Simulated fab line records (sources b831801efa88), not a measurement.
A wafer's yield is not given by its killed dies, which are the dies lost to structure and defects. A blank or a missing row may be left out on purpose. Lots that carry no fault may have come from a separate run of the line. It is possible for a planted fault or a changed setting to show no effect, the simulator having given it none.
fab line records | flow sky130
[record] lots = 12 | wafers = 36 | lastDay = 50
route steps=708 shown POLY_GATE@228 LDD_HVN@275 SPACER@305 PAD_OPEN@708
lots untouched by any fault: they come from a run of this same line in which no faults occurred
startH: hours from the record's first day to the start of the lot's first wafer shown | waitH: how many hours have passed since the lot's step before this one | " the same as in the row above | L1.1+2: one row covering several wafers at once | - value missing, or start not given | * or withheld: withheld | < > ~ a bound
route shown NAME@n: a module of which the file shows steps, and the number in the route of the first | usual: mean and standard deviation over wafers with no fault | same: alike in all rows | chamber/n: place in a boat | sites: per-site readings | _std_site: their standard deviation | _edge_site: inner sites' mean taken away from outer sites' mean | radiusMm: how far each site lies from the wafer's centre | mask NAME#n: copy n | behind: tool/chamber where the wafer was last shaped | hold: what put the lot on hold/how long, in hours/how the hold closed | device: whichever transistor did not switch (one of n, p or np) | end of line: tests run on the same wafers once the route is complete | a step with no rows: only its recipe | killed: count of dies lost to structure and defects at first sort (not the wafer's yield) | map: dies across one wafer; x = killed, . = not, _ = none there
set.NAME: the setting as run; set.NAME@STEP: as run at that earlier step | model.NAME: the simulator's own value behind a step, which no gauge read
steps of the route over a sample of lots; a table a step, a row a wafer
services: from which hour (startH, from the record's first day; less than 0 if before it) a tool's chamber was out of use, for how many hours, and why
[[steps]]
[step SKY_POLY_GATE_OVL_MEAS_14]
[usual] POLY_GATE_OVL = 1/5
lot.wafer | tool       | chamber | startH | waitH | POLY_GATE_OVL[nm]
L584.1    | overlay-01 | -       | 356.62 | 0.1   | 4
L584.3    | "          | -       | "      | "     | 5
L584.5    | "          | -       | "      | "     | 3
L587.2    | overlay-02 | -       | 400.37 | 0.1   | 2
L587.4    | "          | -       | "      | "     | 5
L587.5    | "          | -       | "      | "     | 4
L589.1    | overlay-02 | -       | 410.51 | 0.1   | -3
L589.3    | "          | -       | "      | "     | 6
L589.4    | "          | -       | "      | "     | -4
L590.1    | overlay-02 | -       | 428.02 | 0.1   | 8
L590.2    | "          | -       | "      | "     | 5
L590.3    | "          | -       | "      | "     | -4
L593.3    | overlay-01 | -       | 447.74 | 0.1   | 9
L593.5    | "          | -       | "      | "     | 6
L593.6    | "          | -       | "      | "     | 2
L594.1    | overlay-01 | -       | 464.76 | 0.1   | 9
L594.2    | "          | -       | "      | "     | 13
L594.3    | "          | -       | "      | "     | 9
L595.2    | overlay-01 | -       | 469.87 | 0.1   | -1
L595.5    | "          | -       | "      | "     | 0
L595.6    | "          | -       | "      | "     | -1
L596.1    | overlay-02 | -       | 470.06 | 0.1   | 2
L596.3    | "          | -       | "      | "     | -3
L596.5    | "          | -       | "      | "     | -2
L597.1    | overlay-02 | -       | 483.71 | 0.1   | -4
L597.3    | "          | -       | "      | "     | 0
L597.6    | "          | -       | "      | "     | -1
L602.2    | overlay-02 | -       | 552.56 | 0.1   | 0
L602.4    | "          | -       | "      | "     | 2
L602.5    | "          | -       | "      | "     | 6
L605.1    | overlay-02 | -       | 554.26 | 0.1   | 6
L605.3    | "          | -       | "      | "     | -1
L605.5    | "          | -       | "      | "     | 4
L606.2    | overlay-02 | -       | 566.61 | 0.1   | -6
L606.3    | "          | -       | "      | "     | -7
L606.6    | "          | -       | "      | "     | -5
[step SKY_POLY_GATE_ETCH_17]
[recipe] targetDepthNm = 180 | stopOn = SiO2 | overEtchFrac = 0.56667 | chemistry = HBr/Cl2 | target = poly-Si | icpW = 400 | biasW = 100 | pressureMtorr = 10 | HBr_flow_sccm = 150 | Cl2_flow_sccm = 50 | timeS = 70.5
[usual] drypumpMotorCurrentA = 6.3/0.38 | mfcCl2Sccm = 50.00/0.15 | oesProductAu = 0.986/0.0064 | throttleValvePct = 33.684/0.0078
lot.wafer | tool     | chamber | startH | waitH | drypumpMotorCurrentA | mfcCl2Sccm | oesProductAu | rfHoursCounterH | throttleValvePct
L584.1    | rieSi-01 | 0       | 356.83 | 0.0   | 6.0                  | 50.16      | 0.990        | 17              | 33.692
L584.3    | "        | 2       | "      | "     | 6.6                  | 50.12      | 0.994        | 67              | 33.675
L584.5    | "        | 0       | "      | "     | 6.0                  | 50.11      | 0.994        | -               | 33.682
L587.2    | rieSi-01 | 2       | 400.58 | 0.0   | 6.6                  | 50.01      | 0.985        | 67              | 33.679
L587.4    | "        | 0       | "      | "     | 6.0                  | 49.95      | 0.976        | 17              | 33.686
L587.5    | "        | 0       | "      | "     | 6.0                  | 49.87      | 0.986        | -               | 33.677
L589.1    | rieSi-01 | 3       | 410.72 | 0.0   | 6.8                  | 49.82      | 0.988        | 9               | 33.683
L589.3    | "        | 0       | "      | "     | 6.0                  | 50.08      | 0.970        | 17              | 33.675
L589.4    | "        | 1       | "      | "     | 6.0                  | 50.09      | 0.985        | 54              | 33.688
L590.1    | rieSi-01 | 1       | 428.23 | 0.0   | 6.0                  | 49.89      | 0.991        | 54              | 33.686
L590.2    | "        | 2       | "      | "     | 6.6                  | 49.96      | 0.984        | 67              | 33.676
L590.3    | "        | 3       | "      | "     | 6.9                  | 49.83      | 0.985        | 9               | 33.686
L593.3    | rieSi-02 | 1       | 447.94 | 0.0   | 6.0                  | 50.01      | 0.988        | 5               | 33.684
L593.5    | "        | 3       | "      | "     | 5.7                  | 50.06      | 0.989        | -               | 33.688
L593.6    | "        | 2       | "      | "     | 6.5                  | 49.83      | 1.002        | -               | 33.676
L594.1    | rieSi-02 | 3       | 464.97 | 0.0   | 5.7                  | 50.20      | 0.991        | 59              | 33.687
L594.2    | "        | 0       | "      | "     | 6.2                  | 49.95      | 0.988        | 2               | 33.676
L594.3    | "        | 2       | "      | "     | 6.5                  | 50.03      | 0.990        | 42              | 33.690
L595.2    | rieSi-02 | 2       | 470.08 | 0.0   | 6.5                  | 50.15      | 0.984        | 42              | 33.699
L595.5    | "        | 2       | "      | "     | 6.5                  | 50.21      | 0.993        | -               | 33.685
L595.6    | "        | 1       | "      | "     | 6.0                  | 50.07      | 0.984        | -               | 33.685
L596.1    | rieSi-01 | 1       | 470.27 | 0.0   | 5.9                  | 49.90      | 0.983        | 54              | 33.689
L596.3    | "        | 3       | "      | "     | 6.8                  | 50.02      | 0.981        | 9               | 33.678
L596.5    | "        | 3       | "      | "     | 6.8                  | 49.78      | 0.982        | -               | 33.698
L597.1    | rieSi-02 | 1       | 483.93 | 0.0   | 6.0                  | 50.01      | 0.992        | 5               | 33.686
L597.3    | "        | 0       | "      | "     | 6.2                  | 50.05      | 0.977        | 2               | 33.690
L597.6    | "        | 3       | "      | "     | 5.7                  | 49.83      | 0.983        | -               | 33.672
L602.2    | rieSi-02 | 2       | 552.78 | 0.0   | 6.5                  | 49.84      | 1.000        | 42              | 33.672
L602.4    | "        | 3       | "      | "     | 5.7                  | 50.03      | 0.994        | 0               | 33.690
L602.5    | "        | 2       | "      | "     | 6.5                  | 49.81      | 0.994        | -               | 33.675
L605.1    | rieSi-02 | 2       | 554.47 | 0.0   | 6.5                  | 49.84      | 0.991        | 42              | 33.685
L605.3    | "        | 3       | "      | "     | 5.7                  | 50.16      | 0.996        | 0               | 33.691
L605.5    | "        | 3       | "      | "     | 5.7                  | 50.12      | 0.988        | -               | 33.691
L606.2    | rieSi-01 | 1       | 566.82 | 0.0   | 6.0                  | 50.10      | 0.990        | 0               | 33.686
L606.3    | "        | 3       | "      | "     | 6.8                  | 49.98      | 0.991        | 10              | 33.688
L606.6    | "        | 2       | "      | "     | 6.6                  | 50.20      | 0.988        | -               | 33.693
[step SKY_LDD_HVN_IMPLANT_08]
[recipe] species = P | energyKev = 60 | doseCm2 = 3e+13 | tiltDeg = 40
[usual] beamEnergyKeV = 60.007/0.014
lot.wafer | tool         | chamber | startH | waitH | beamEnergyKeV
L584.1    | implanter-04 | 0       | 449.57 | 0.0   | 60.021
L584.3    | "            | 0       | "      | "     | 60.002
L584.5    | "            | 0       | "      | "     | 60.002
L587.2    | implanter-04 | 0       | 495.50 | 0.0   | 59.981
L587.4    | "            | 0       | "      | "     | 60.014
L587.5    | "            | 0       | "      | "     | 59.975
L589.1    | implanter-03 | 0       | 507.03 | 0.0   | 60.015
L589.3    | "            | 0       | "      | "     | 60.008
L589.4    | "            | 0       | "      | "     | 60.028
L590.1    | implanter-04 | 0       | 522.52 | 0.0   | 60.011
L590.2    | "            | 0       | "      | "     | 60.029
L590.3    | "            | 0       | "      | "     | 60.019
L593.3    | implanter-03 | 0       | 544.28 | 0.1   | 59.997
L593.5    | "            | 0       | "      | "     | 60.012
L593.6    | "            | 0       | "      | "     | 60.008
L594.1    | implanter-03 | 0       | 559.02 | 0.0   | 41.582
L594.2    | "            | 0       | "      | "     | 41.570
L594.3    | "            | 0       | "      | "     | 41.590
L595.2    | implanter-04 | 0       | 564.05 | 0.0   | 60.014
L595.5    | "            | 0       | "      | "     | 60.001
L595.6    | "            | 0       | "      | "     | 60.019
L596.1    | implanter-03 | 0       | 564.97 | 0.0   | 41.583
L596.3    | "            | 0       | "      | "     | 41.591
L596.5    | "            | 0       | "      | "     | 41.595
L597.1    | implanter-02 | 0       | 577.12 | 0.0   | 59.987
L597.3    | "            | 0       | "      | "     | 60.020
L597.6    | "            | 0       | "      | "     | 59.989
L602.2    | implanter-03 | 0       | 642.69 | 0.0   | 59.995
L602.4    | "            | 0       | "      | "     | 60.000
L602.5    | "            | 0       | "      | "     | 60.020
L605.1    | implanter-03 | 0       | 644.97 | 0.0   | 60.008
L605.3    | "            | 0       | "      | "     | 59.989
L605.5    | "            | 0       | "      | "     | 60.012
L606.2    | implanter-04 | 0       | 657.46 | 0.0   | 60.012
L606.3    | "            | 0       | "      | "     | 60.034
L606.6    | "            | 0       | "      | "     | 59.994
[step SKY_LDD_HVN_TW_MEAS_10]
[usual] LDD_HVN_TW = 1448/15
lot.wafer | tool         | chamber | startH | waitH | LDD_HVN_TW
L584.1    | filmMetro-01 | -       | 449.82 | 0.1   | 1438
L584.3    | "            | -       | "      | "     | 1434
L584.5    | "            | -       | "      | "     | 1435
L587.2    | filmMetro-03 | -       | 495.74 | 0.1   | 1429
L587.4    | "            | -       | "      | "     | 1444
L587.5    | "            | -       | "      | "     | 1439
L589.1    | filmMetro-03 | -       | 507.28 | 0.1   | 1434
L589.3    | "            | -       | "      | "     | 1432
L589.4    | "            | -       | "      | "     | 1439
L590.1    | filmMetro-03 | -       | 522.77 | 0.1   | 1433
L590.2    | "            | -       | "      | "     | 1438
L590.3    | "            | -       | "      | "     | 1438
L593.3    | filmMetro-03 | -       | 544.50 | 0.1   | 1450
L593.5    | "            | -       | "      | "     | 1452
L593.6    | "            | -       | "      | "     | 1450
L594.1    | filmMetro-03 | -       | 559.27 | 0.1   | 1328
L594.2    | "            | -       | "      | "     | 1315
L594.3    | "            | -       | "      | "     | 1332
L595.2    | filmMetro-02 | -       | 564.28 | 0.1   | 1455
L595.5    | "            | -       | "      | "     | 1455
L595.6    | "            | -       | "      | "     | 1460
L596.1    | filmMetro-01 | -       | 565.22 | 0.1   | 1302
L596.3    | "            | -       | "      | "     | 1301
L596.5    | "            | -       | "      | "     | 1293
L597.1    | filmMetro-03 | -       | 577.37 | 0.1   | 1454
L597.3    | "            | -       | "      | "     | 1456
L597.6    | "            | -       | "      | "     | 1459
L602.2    | filmMetro-03 | -       | 642.93 | 0.1   | 1460
L602.4    | "            | -       | "      | "     | 1456
L602.5    | "            | -       | "      | "     | 1460
L605.1    | filmMetro-03 | -       | 645.22 | 0.1   | 1463
L605.3    | "            | -       | "      | "     | 1459
L605.5    | "            | -       | "      | "     | 1461
L606.2    | filmMetro-02 | -       | 657.69 | 0.1   | 1470
L606.3    | "            | -       | "      | "     | 1475
L606.6    | "            | -       | "      | "     | 1472
[step SKY_SPACER_THK_MEAS_01]
[recipe] reads = Si3N4_of_SPACER_CVD_00
[usual] SPACER_CVD_00_THK = 43.3/0.32
lot.wafer | tool         | chamber | startH | waitH | SPACER_CVD_00_THK[nm]
L584.1    | filmMetro-04 | -       | 513.29 | 0.0   | 43.1
L584.3    | "            | -       | "      | "     | 42.6
L584.5    | "            | -       | "      | "     | 42.7
L587.2    | filmMetro-03 | -       | 558.61 | 0.0   | 43.6
L587.4    | "            | -       | "      | "     | 43.6
L587.5    | "            | -       | "      | "     | 43.5
L589.1    | filmMetro-04 | -       | 570.08 | 0.0   | 43.0
L589.3    | "            | -       | "      | "     | 43.1
L589.4    | "            | -       | "      | "     | 43.5
L590.1    | filmMetro-03 | -       | 585.05 | 0.0   | 43.5
L590.2    | "            | -       | "      | "     | 43.6
L590.3    | "            | -       | "      | "     | 43.4
L593.3    | filmMetro-01 | -       | 606.40 | 0.0   | 43.7
L593.5    | "            | -       | "      | "     | 43.7
L593.6    | "            | -       | "      | "     | 44.1
L594.1    | filmMetro-04 | -       | 618.96 | 0.0   | 43.1
L594.2    | "            | -       | "      | "     | 43.3
L594.3    | "            | -       | "      | "     | 43.5
L595.2    | filmMetro-04 | -       | 625.53 | 0.0   | 43.3
L595.5    | "            | -       | "      | "     | 43.5
L595.6    | "            | -       | "      | "     | 43.8
L596.1    | filmMetro-04 | -       | 626.94 | 0.0   | 43.0
L596.3    | "            | -       | "      | "     | 43.2
L596.5    | "            | -       | "      | "     | 43.3
L597.1    | filmMetro-01 | -       | 638.10 | 0.0   | 43.3
L597.3    | "            | -       | "      | "     | 43.4
L597.6    | "            | -       | "      | "     | 43.4
L602.2    | filmMetro-01 | -       | 722.57 | 0.0   | 43.4
L602.4    | "            | -       | "      | "     | 43.3
L602.5    | "            | -       | "      | "     | 43.3
L605.1    | filmMetro-03 | -       | 722.62 | 0.1   | 42.9
L605.3    | "            | -       | "      | "     | 43.4
L605.5    | "            | -       | "      | "     | 43.3
L606.2    | filmMetro-04 | -       | 722.63 | 0.1   | 43.4
L606.3    | "            | -       | "      | "     | 43.5
L606.6    | "            | -       | "      | "     | 43.4
[step SKY_PAD_OPEN_PROBE_99]
[usual] killed_at_M0_to_M3 = 43/7.3 | killed_at_M4_up = 3.1/1.7 | killedAtContacts = 24/4.7 | killedAtFrontEnd = 15/4.6 | killedAtOther = 0.3/0.55 | killedDies = 86/9.7 | killedOpen = 47/6.7 | killedShort = 39/6.5
[same] grossDies = 492 | killedAtBackSide = 0
lot.wafer | tool      | chamber | startH  | waitH | killed_at_M0_to_M3 | killed_at_M4_up | killedAtContacts | killedAtFrontEnd | killedAtOther | killedDies | killedOpen | killedShort
L590.1    | prober-01 | -       | 1109.95 | 0.1   | 47                 | 2               | 25               | 16               | 2             | 92         | 51         | 41
L590.2    | prober-01 | -       | 1110.00 | 0.1   | 44                 | 8               | 19               | 20               | 1             | 92         | 53         | 39
L590.3    | prober-01 | -       | 1110.05 | 0.2   | 46                 | 1               | 28               | 24               | 1             | 100        | 62         | 38
// killed by level:class
L590.1 CONTACT:geometricParticle:open=10 VIA1:geometricParticle:short=10 VIA1:geometricParticle:open=9 VIA2:geometricParticle:open=7 LI_CONTACT:geometricParticle:open=6 VIA3:geometricParticle:open=6 CONTACT:geometricParticle:short=5 POLY_GATE:geometricParticle:open=4
L590.2 VIA1:geometricParticle:open=14 CONTACT:geometricParticle:open=7 VIA3:geometricParticle:open=7 METAL4:geometricParticle:short=7 FIELD_ISO:geometricParticle:short=5 POLY_GATE:geometricParticle:open=5 LI_CONTACT:geometricParticle:open=5 VIA2:geometricParticle:open=5
L590.3 CONTACT:geometricParticle:open=13 VIA1:geometricParticle:open=8 VIA2:geometricParticle:open=8 LI_CONTACT:geometricParticle:open=7 METAL1:geometricParticle:short=6 FIELD_ISO:geometricParticle:short=5 VIA3:geometricParticle:open=5 POLY_GATE:geometricParticle:open=4
[[services]]
tool         | chamber | startH | hours | kind
implanter-02 | -       | 340.67 | 4.7   | pm
implanter-03 | -       | 344.09 | 0.9   | repair
implanter-04 | -       | 387.54 | 2.5   | repair
rieSi-01     | 1       | 404.09 | 2.4   | repair
implanter-02 | -       | 404.12 | 2.0   | repair
implanter-04 | -       | 422.00 | 2.1   | repair
rieSi-01     | 2       | 444.08 | 12.5  | repair
rieSi-01     | 2       | 456.62 | -     | clean
rieSi-01     | 2       | 456.62 | 20.0  | scheduledDown
rieSi-01     | 2       | 456.62 | 20.0  | ventCycle
implanter-02 | -       | 457.42 | 5.1   | repair
rieSi-02     | 1       | 460.72 | 4.4   | repair
implanter-03 | -       | 467.11 | 4.3   | pm
rieSi-02     | 3       | 484.29 | -     | clean
rieSi-02     | 3       | 484.29 | 26.2  | scheduledDown
rieSi-01     | 0       | 504.50 | 2.4   | repair
implanter-04 | -       | 551.43 | 3.3   | pm
implanter-02 | -       | 568.28 | 1.3   | repair
implanter-03 | -       | 569.65 | 1.9   | repair
implanter-04 | -       | 588.65 | 12.4  | pm
implanter-02 | -       | 617.20 | 2.2   | repair
implanter-02 | -       | 624.29 | 1.6   | repair
rieSi-01     | 0       | 635.99 | 4.9   | repair
implanter-02 | -       | 652.27 | 4.1   | pm
[[key]]
[firstSign] step = SKY_LDD_HVN_IMPLANT_08 | reading = beamEnergyKeV | direction = down | sigmas = 99+ | usual = * | struck = *
[effect] step = SKY_LDD_HVN_TW_MEAS_10 | reading = LDD_HVN_TW | direction = down | sigmas = 9.3 | usual = 1448 | struck = 1312
metAt SKY_LDD_HVN_IMPLANT_08
struckLots L594,L596
testerLeftOut L594,L596
notActingAt SKY_POLY_GATE_OVL_MEAS_14,SKY_POLY_GATE_ETCH_17,SKY_SPACER_THK_MEAS_01
onsetBetween 544.28 559.02
[fault] kind = processParameterDrift | tool = implanter-03 | chamber = - | onsetH = 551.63 | steps = SKY_LDD_HVN_IMPLANT_08 | channel = energyKev | offset = * | shape = step | endH = 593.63 | actsIn = * | stated = *
// testerLeftOut: of these lots the tester's yield and bins aren't shown, on N5 and GAA mostly nor the transistor test; their killed dies are dies lost to structure and defects alone, not to doping, threshold or leakage, so they don't give the yield
